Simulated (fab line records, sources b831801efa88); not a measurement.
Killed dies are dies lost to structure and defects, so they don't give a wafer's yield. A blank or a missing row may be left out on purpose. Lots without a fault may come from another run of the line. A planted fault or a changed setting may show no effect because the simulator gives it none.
fab line records | flow sfq_line
record lots=14 wafers=42 last_day=91
route steps=325 shown I1@73 M3@119 C5@248 I6@268
lots that met no fault: from a run of the same line without faults
start_h: hours from the record's first day to the start of the lot's first wafer shown | wait_h: hours since the lot's step before | " the same as in the row above | L1.1+2: a row that stands for several wafers | - no value, or no start given | * or withheld: withheld | < > ~ a bound
route shown NAME@n: a module of which the file shows steps, and the number in the route of the first | usual: mean/standard deviation of fault-free wafers | same: alike in all rows | chamber/n: place in a boat | sites: the reading at each site | _std_site: their standard deviation | _edge_site: outer sites' mean less inner sites' | radius_mm: how far each site lies from the wafer's centre | mask NAME#n: copy n | behind: the tool/chamber that last shaped the wafer | hold: why the lot was held/for how many hours/how that ended | device: the transistor (n, p or np) that didn't switch | end of line: the same wafers' tests at the end of the route | a step without rows: its recipe alone | killed: dies lost to structure and defects at the first sort, not the wafer's yield | map: a wafer's dies, x killed, . not, _ none there
set.NAME: the setting as run; set.NAME@STEP: as run at that earlier step | model.NAME: the simulator's own value behind a step, which no gauge read
steps of the route over a sample of lots; a table a step, a row a wafer
services: from which hour (start_h, from the record's first day; less than 0 if before it) a tool's chamber was out of use, for how many hours, and why
## steps
# step SFQ_TRILAYER_I1_DEP_PECVD_045
# recipe material=SiO2 temp_c=150 time_s=111.11 pressure_torr=2.4 rf_w=183.3 precursor=SiH4/N2O target_thk_nm=500
# usual heater_power_w=78/13 throttle_valve_pct=24.9/1.6
# columns lot.wafer tool chamber start_h wait_h heater_power_w throttle_valve_pct
L514.3 pecvd-03 1 546.93 0.0 76 27.3
L514.4 " 2 " " 82 24.9
L514.6 " 0 " " 68 28.1
L515.2 pecvd-03 0 554.91 0.0 80 28.2
L515.3 " 1 " " 70 27.1
L515.5 " 2 " " 77 25.0
L516.1 pecvd-01 2 559.71 0.0 78 23.9
L516.3 " 0 " " 110 23.2
L516.4 " 1 " " 85 25.1
L519.1 pecvd-03 2 566.91 0.0 79 25.4
L519.3 " 0 " " 68 28.1
L519.4 " 1 " " 77 27.1
L523.2 pecvd-03 1 625.20 0.0 66 27.3
L523.3 " 2 " " 77 25.0
L523.6 " 0 " " 70 28.0
L524.1 pecvd-02 0 664.40 0.0 79 23.5
L524.4 " 2 " " 74 23.7
L524.5 " 0 " " 61 23.4
L525.2 pecvd-02 2 690.47 0.0 80 23.6
L525.5 " 2 " " 83 23.6
L525.6 " 0 " " 69 23.6
L527.2 pecvd-01 0 711.87 0.0 98 23.8
L527.3 " 1 " " 78 25.5
L527.6 " 1 " " 77 25.6
L530.1 pecvd-02 0 746.67 0.0 69 23.5
L530.2 " 2 " " 70 23.8
L530.6 " 1 " " 53 22.8
L531.3 pecvd-01 2 753.87 0.0 76 24.3
L531.4 " 1 " " 85 25.4
L531.6 " 0 " " 92 23.8
L533.1 pecvd-03 0 772.75 0.0 78 27.9
L533.4 " 2 " " 82 25.1
L533.5 " 1 " " 82 27.1
L535.1 pecvd-01 1 779.96 0.0 85 25.5
L535.2 " 2 " " 72 24.8
L535.6 " 0 " " 111 23.4
L536.1 pecvd-01 0 787.15 0.0 99 23.6
L536.2 " 1 " " 79 25.5
L536.3 " 2 " " 77 24.7
L537.1 pecvd-02 1 790.75 0.0 56 23.3
L537.3 " 2 " " 83 23.6
L537.5 " 1 " " 59 23.3
# step SFQ_TRILAYER_M3_DEP_SPUTTER_073
# recipe material=Nb base_pressure_pa=1.33e-06 chamber_pressure_pa=0.1383 substrate_temp_c=20 resputter_cathode_voltage_v=400 target_thk_nm=200 power_w=2000 time_s=133.3
# usual resputter_cathode_voltage_v=400/3.7 throttle_valve_pct=30.1/0.96
# columns lot.wafer tool chamber start_h wait_h resputter_cathode_voltage_v throttle_valve_pct
L514.3 pvd_sputter-05 - 734.67 0.0 395 31.0
L514.4 " - " " 402 30.6
L514.6 " - " " 406 30.3
L515.2 pvd_sputter-05 - 739.64 0.0 400 30.6
L515.3 " - " " 397 30.9
L515.5 " - " " 398 30.9
L516.1 pvd_sputter-05 - 746.07 0.0 402 30.3
L516.3 " - " " 400 30.9
L516.4 " - " " 397 30.3
L519.1 pvd_sputter-05 - 758.67 0.0 408 30.1
L519.3 " - " " 399 30.8
L519.4 " - " " 406 30.5
L523.2 pvd_sputter-03 - 841.14 0.0 403 31.7
L523.3 " - " " 408 27.5
L523.6 " - " " 404 27.7
L523.2 pvd_sputter-03 - 841.40 0.2 398 31.9
L523.3 " - " " 397 27.8
L523.6 " - " " 406 27.8
L524.1 pvd_sputter-06 - 846.94 0.0 398 28.7
L524.4 " - " " 396 30.3
L524.5 " - " " 401 30.2
L525.2 pvd_sputter-06 - 871.20 0.0 398 30.5
L525.5 " - " " 396 30.2
L525.6 " - " " 405 28.7
L525.2 pvd_sputter-06 - 871.46 0.2 402 30.4
L525.5 " - " " 399 30.4
L525.6 " - " " 406 28.7
L527.2 pvd_sputter-06 - 895.18 0.0 397 29.4
L527.3 " - " " 397 28.7
L527.6 " - " " 398 30.2
L530.1 pvd_sputter-06 - 946.54 0.0 402 28.7
L530.2 " - " " 405 29.9
L530.6 " - " " 401 30.2
L531.3 pvd_sputter-06 - 1078.28 0.0 409 29.3
L531.4 " - " " 398 29.0
L531.6 " - " " 407 28.9
L533.1 pvd_sputter-03 - 1091.48 0.0 409 30.1
L533.4 " - " " 402 30.5
L533.5 " - " " 401 30.1
L535.1 pvd_sputter-03 - 1101.08 0.0 402 27.8
L535.2 " - " " 395 30.7
L535.6 " - " " 403 27.8
L536.1 pvd_sputter-03 - 1108.40 0.0 403 27.8
L536.2 " - " " 398 31.7
L536.3 " - " " 408 30.6
L537.1 pvd_sputter-06 - 1112.02 0.0 401 28.8
L537.3 " - " " 401 30.4
L537.5 " - " " 399 29.5
# step SFQ_M3_RS_MEAS_919
# recipe thk_meas_gauge=four-point-probe reads=Nb_of_TRILAYER_M3_DEP_SPUTTER_073
# usual M3_NB_RS=0.894/0.0078
# columns lot.wafer tool chamber start_h wait_h M3_NB_RS[ohm/sq]
L514.3 film_metro-03 - 734.80 0.1 0.892
L514.4 " - " " 0.889
L514.6 " - " " 0.895
L515.2 film_metro-03 - 739.75 0.1 0.872
L515.3 " - " " 0.880
L515.5 " - " " 0.877
L516.1 film_metro-04 - 746.16 0.0 0.891
L516.3 " - " " 0.893
L516.4 " - " " 0.893
L519.1 film_metro-03 - 758.76 0.0 0.880
L519.3 " - " " 0.889
L519.4 " - " " 0.888
L523.2 film_metro-01 - 841.51 0.1 0.448
L523.3 " - " " 0.448
L523.6 " - " " 0.447
L524.1 film_metro-01 - 847.03 0.0 0.889
L524.4 " - " " 0.893
L524.5 " - " " 0.891
L525.2 film_metro-01 - 871.57 0.1 0.447
L525.5 " - " " 0.447
L525.6 " - " " 0.444
L527.2 film_metro-04 - 895.29 0.1 0.892
L527.3 " - " " 0.891
L527.6 " - " " 0.899
L530.1 film_metro-04 - 946.63 0.0 0.902
L530.2 " - " " 0.897
L530.6 " - " " 0.913
L531.3 film_metro-03 - 1078.41 0.1 0.896
L531.4 " - " " 0.907
L531.6 " - " " 0.900
L533.1 film_metro-01 - 1091.57 0.0 0.878
L533.4 " - " " 0.887
L533.5 " - " " 0.895
L535.1 film_metro-03 - 1101.17 0.0 0.906
L535.2 " - " " 0.896
L535.6 " - " " 0.904
L536.1 film_metro-01 - 1108.49 0.0 0.907
L536.2 " - " " 0.899
L536.3 " - " " 0.903
L537.1 film_metro-03 - 1112.11 0.0 0.896
L537.3 " - " " 0.901
L537.5 " - " " 0.900
# step SFQ_TRILAYER_M3_ETCH_METAL_ETCH_078
# recipe target=Nb stop_on=SiO2 mask_material=PR chemistry=Cl2/Ar target_depth_nm=240 icp_w=600 bias_w=80 pressure_mtorr=10 time_s=120
# usual drypump_motor_current_A=5.8/0.4 oes_product_au=0.893/0.0061
# columns lot.wafer tool chamber start_h wait_h drypump_motor_current_A oes_product_au rf_hours_counter_h
L514.3 rie_metal-04 1 889.30 0.1 5.9 0.887 -
L514.4 " 0 " " 5.1 0.893 -
L514.6 " 1 " " 5.8 0.893 -
L515.2 rie_metal-02 0 896.46 0.0 6.3 0.898 59
L515.3 " 1 " " 5.5 0.899 -
L515.5 " 1 " " 5.4 0.906 -
L516.1 rie_metal-04 0 902.46 0.0 5.1 0.893 30
L516.3 " 0 " " 5.1 0.895 -
L516.4 " 1 " " 5.8 0.894 -
L519.1 rie_metal-03 0 915.66 0.0 6.1 0.900 7
L519.3 " 0 " " 6.1 0.896 -
L519.4 " 1 " " 6.0 0.891 -
L523.2 rie_metal-03 0 990.04 0.0 6.1 1.008 18
L523.3 " 1 " " 6.0 1.009 -
L523.6 " 1 " " 6.0 1.011 -
L524.1 rie_metal-04 1 993.64 0.0 5.8 0.897 99
L524.4 " 0 " " 5.1 0.895 -
L524.5 " 0 " " 5.1 0.902 -
L525.2 rie_metal-03 0 1012.98 0.1 6.1 1.003 -
L525.5 " 0 " " 6.1 1.000 -
L525.6 " 0 " " 6.1 1.013 -
L527.2 rie_metal-03 1 1030.19 0.0 6.0 0.901 107
L527.3 " 1 " " 6.0 0.892 -
L527.6 " 0 " " 6.1 0.888 -
L530.1 rie_metal-04 1 1055.66 0.0 5.9 0.890 110
L530.2 " 0 " " 5.1 0.894 54
L530.6 " 1 " " 5.9 0.879 -
L531.3 rie_metal-04 1 1081.16 0.1 5.7 0.893 -
L531.4 " 1 " " 5.8 0.886 -
L531.6 " 1 " " 5.8 0.889 -
L533.1 rie_metal-04 1 1094.10 0.0 5.8 0.902 117
L533.4 " 1 " " 5.8 0.891 -
L533.5 " 1 " " 5.8 0.893 -
L535.1 rie_metal-02 0 1233.73 0.0 6.3 0.893 107
L535.2 " 1 " " 5.4 0.880 111
L535.6 " 1 " " 5.5 0.893 -
L536.1 rie_metal-03 0 1239.73 0.0 6.1 0.886 61
L536.2 " 1 " " 6.0 0.897 3
L536.3 " 0 " " 6.1 0.889 -
L537.1 rie_metal-02 1 1243.33 0.0 5.4 0.885 112
L537.3 " 1 " " 5.4 0.887 -
L537.5 " 1 " " 5.4 0.891 -
# step SFQ_TRILAYER_C5_ETCH_VIA_ETCH_154
# recipe target=SiO2 mask_material=PR chemistry=CHF3 target_depth_nm=84 source_w=500 bias_w=80 pressure_mtorr=30 time_s=withheld stop_on=Nb
# usual drypump_motor_current_A=5.7/0.39 oes_product_au=0.895/0.008
# columns lot.wafer tool chamber start_h wait_h drypump_motor_current_A oes_product_au
L514.3 rie_diel-04 2 1574.22 0.0 5.0 0.903
L514.4 " 1 " " 6.0 0.903
L514.6 " 0 " " 5.0 0.912
L515.2 rie_diel-01 0 1576.62 0.0 5.4 0.887
L515.3 " 3 " " 5.9 0.899
L515.5 " 1 " " 5.8 0.904
L516.1 rie_diel-01 3 1584.28 0.0 5.9 0.891
L516.3 " 1 " " 5.8 0.876
L516.4 " 0 " " 5.4 0.890
L519.1 rie_diel-04 3 1609.61 0.0 5.7 0.896
L519.3 " 2 " " 5.0 0.903
L519.4 " 1 " " 6.0 0.896
L523.2 rie_diel-03 1 1650.60 0.0 5.9 0.886
L523.3 " 2 " " 5.8 0.888
L523.6 " 1 " " 5.9 0.884
L524.1 rie_diel-01 3 1653.00 0.0 5.9 0.881
L524.4 " 0 " " 5.4 0.902
L524.5 " 1 " " 5.8 0.898
L525.2 rie_diel-03 0 1666.35 0.0 5.1 0.883
L525.5 " 0 " " 5.1 0.895
L525.6 " 1 " " 5.9 0.895
L527.2 rie_diel-01 3 1683.15 0.0 5.9 0.886
L527.3 " 1 " " 5.8 0.887
L527.6 " 1 " " 5.8 0.889
L530.1 rie_diel-04 1 1707.59 0.0 6.0 0.883
L530.2 " 3 " " 5.7 0.890
L530.6 " 2 " " 5.0 0.886
L531.3 rie_diel-03 2 1732.79 0.0 5.7 0.892
L531.4 " 3 " " 6.0 0.893
L531.6 " 3 " " 6.0 0.894
L533.1 rie_diel-04 2 1741.32 0.0 5.0 0.886
L533.4 " 3 " " 5.7 0.894
L533.5 " 2 " " 5.0 0.908
L535.1 rie_diel-04 3 1752.12 0.0 5.7 0.891
L535.2 " 2 " " 5.0 0.884
L535.6 " 2 " " 5.0 0.902
L536.1 rie_diel-04 2 1766.52 0.0 5.0 0.880
L536.2 " 3 " " 5.7 0.899
L536.3 " 0 " " 5.0 0.894
L537.1 rie_diel-04 2 1771.32 0.0 5.0 0.897
L537.3 " 0 " " 4.9 0.905
L537.5 " 2 " " 5.0 0.907
# step SFQ_I6_BOW_MEAS_941
# recipe mode=bow
# usual I6_BOW=7/9.3
# columns lot.wafer tool chamber start_h wait_h I6_BOW[um]
L514.3 film_metro-01 - 1691.57 2.0 5
L514.4 " - " " 20
L514.6 " - " " 12
L515.2 film_metro-04 - 1693.21 1.5 -1
L515.3 " - " " -10
L515.5 " - " " 4
L516.1 film_metro-04 - 1697.19 1.5 -7
L516.3 " - " " 15
L516.4 " - " " -4
L519.1 film_metro-03 - 1724.79 1.0 13
L519.3 " - " " 12
L519.4 " - " " 3
L523.2 film_metro-04 - 1766.26 1.5 -3
L523.3 " - " " -11
L523.6 " - " " -15
L524.1 film_metro-04 - 1768.12 2.0 9
L524.4 " - " " 4
L524.5 " - " " 8
L525.2 film_metro-03 - 1778.75 1.0 7
L525.5 " - " " 0
L525.6 " - " " 2
L527.2 film_metro-01 - 1794.47 1.0 10
L527.3 " - " " 20
L527.6 " - " " 15
L530.1 film_metro-04 - 1820.62 2.5 16
L530.2 " - " " 22
L530.6 " - " " 23
L531.3 film_metro-01 - 1843.47 2.0 16
L531.4 " - " " 17
L531.6 " - " " 23
L533.1 film_metro-04 - 1856.19 1.0 -6
L533.4 " - " " -9
L533.5 " - " " 0
L535.1 film_metro-01 - 1865.42 2.0 -4
L535.2 " - " " -2
L535.6 " - " " 2
L536.1 film_metro-03 - 1877.27 2.0 5
L536.2 " - " " 6
L536.3 " - " " 4
L537.1 film_metro-04 - 1884.49 2.5 7
L537.3 " - " " 4
L537.5 " - " " 2
## services
# columns tool chamber start_h hours kind
pvd_sputter-06 - 527.67 4.4 repair
pvd_sputter-06 - 600.13 3.3 repair
pvd_sputter-06 - 624.74 5.4 repair
rie_diel-04 0 632.68 4.1 repair
rie_diel-04 3 644.72 5.7 repair
pvd_sputter-06 - 799.43 1.3 repair
pvd_sputter-06 - 859.64 1.6 repair
pvd_sputter-06 - 1013.31 21.9 repair
pvd_sputter-06 - 1019.81 1.0 repair
rie_diel-04 - 1020.65 2.8 pm
rie_diel-04 - 1073.03 4.3 pm
rie_diel-04 1 1159.81 42.1 repair
rie_diel-04 2 1197.08 3.7 repair
rie_diel-04 3 1242.83 6.3 repair
rie_diel-04 2 1285.29 7.4 repair
rie_diel-04 1 1309.14 10.5 repair
rie_diel-04 1 1337.64 3.9 repair
rie_diel-04 2 1424.23 6.1 repair
rie_diel-04 0 1544.25 3.0 repair
rie_diel-04 1 1562.34 9.6 repair
rie_diel-04 0 1578.81 4.3 repair
rie_diel-04 0 1593.23 49.9 repair
rie_diel-04 3 1627.46 2.4 repair
rie_diel-04 - 1640.60 28.1 pm
## key
first_sign step=SFQ_TRILAYER_M3_DEP_SPUTTER_073 reading=visit direction=added
effect step=SFQ_M3_RS_MEAS_919 reading=M3_NB_RS direction=down sigmas=57 usual=0.894 struck=0.447
effect step=SFQ_TRILAYER_M3_ETCH_METAL_ETCH_078 reading=oes_product_au direction=up sigmas=19 usual=0.893 struck=1.007
met_at SFQ_TRILAYER_M3_DEP_SPUTTER_073
struck_lots L523,L525
not_acting_at SFQ_TRILAYER_I1_DEP_PECVD_045,SFQ_TRILAYER_C5_ETCH_VIA_ETCH_154,SFQ_I6_BOW_MEAS_941
fault kind=repeated_step_whole tool=pvd_sputter-03,pvd_sputter-05,pvd_sputter-06 chamber=- onset_h=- steps=SFQ_TRILAYER_M3_DEP_SPUTTER_073 times=1 scope=struck_lots_only
